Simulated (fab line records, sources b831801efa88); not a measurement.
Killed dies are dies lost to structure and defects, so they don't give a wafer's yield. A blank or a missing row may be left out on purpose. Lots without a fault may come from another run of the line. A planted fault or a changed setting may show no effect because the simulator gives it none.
Which tool did it? | flow sky130 | 6 lots, 16 wafers sampled, at 4 steps of a route of 708

WHAT THE GAUGES READ, wafer by wafer
SKY_METAL4_CD_MEAS_13: target cd 300 nm.
lot  | measured     | on        | cd_nm (nm)
L210 | day 43 08:50 | cd_sem-01 | 298.8 297.5 298.7
L217 | day 44 20:52 | cd_sem-02 | 287.8 299.0
L220 | day 45 19:53 | cd_sem-01 | 285.9 297.5
L222 | day 46 08:52 | cd_sem-02 | 299.2 301.0 300.9
L226 | day 47 09:26 | cd_sem-02 | 297.8 298.4 298.7
L229 | day 47 23:01 | cd_sem-02 | 299.0 298.3 298.9

WHICH TOOL RAN EACH LOT (tool, then ch and the chambers of the sampled wafers, then the start)
lot  | SKY_VIA3_ETCH_15                   | SKY_VIA3_SPUTTER_20          | SKY_METAL4_EXPOSE_10
L210 | rie_diel-02 ch 1,3, day 41 05:22   | pvd_sputter-03, day 41 06:02 | krf_scanner-02 ch 0, day 42 21:02
L217 | rie_diel-01 ch 2,3, day 42 19:59   | pvd_sputter-03, day 42 20:38 | krf_scanner-01 ch 0, day 44 09:55
L220 | rie_diel-01 ch 0,3, day 43 20:32   | pvd_sputter-01, day 43 21:13 | krf_scanner-01 ch 0, day 45 09:19
L222 | rie_diel-03 ch 0,2,3, day 44 11:17 | pvd_sputter-03, day 44 11:56 | krf_scanner-02 ch 0, day 45 22:16
L226 | rie_diel-01 ch 1,2, day 45 12:01   | pvd_sputter-01, day 45 12:40 | krf_scanner-02 ch 0, day 46 22:48
L229 | rie_diel-02 ch 0,1,2, day 46 02:47 | pvd_sputter-02, day 46 03:26 | krf_scanner-02 ch 0, day 47 12:51
- SKY_VIA3_ETCH_15: etches SiO2 in C4F8/O2/Ar, stops on TiN, target depth 507 nm, time 78 s.
- SKY_VIA3_SPUTTER_20: material TiN, target thk 20 nm, time 80 s.
- SKY_METAL4_EXPOSE_10: exposes mask MM4, target cd 300 nm.

THE ANSWER, worked out from the rows above alone
Rule: what is usual is taken from the lots themselves. Put in order of their means at a reading, lots are off if they are a third of the lots or fewer, leave a main group of 4 or more, and stand apart from it by a gap of 3 or more times the standard deviation of the main group's means; of several such gaps the widest counts. A main group whose means are all the same, to the digits that the tables above print for the reading, isn't used. A lot without any number at a reading at which 4 lots or more have one is off too. The other lots that the step has rows for count as sound.
Off: L217, L220, at SKY_METAL4_CD_MEAS_13 (cd_nm). The main group: mean 298.9 nm, standard deviation 0.84.
A tool fits if, at a process step before that reading, it ran every lot that is off, and no sound lot after the first of them. The gauges at SKY_METAL4_CD_MEAS_13 are tried like those tools. One fits: krf_scanner-01 at SKY_METAL4_EXPOSE_10. It ran no sound lot before its first lot that is off in this sample, so the start can't be narrowed down.

WHAT THE SIMULATOR HAD PUT IN
Process parameter drift: krf_scanner-01, from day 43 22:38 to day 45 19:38, at SKY_METAL4_EXPOSE_10. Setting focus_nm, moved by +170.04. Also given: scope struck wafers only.
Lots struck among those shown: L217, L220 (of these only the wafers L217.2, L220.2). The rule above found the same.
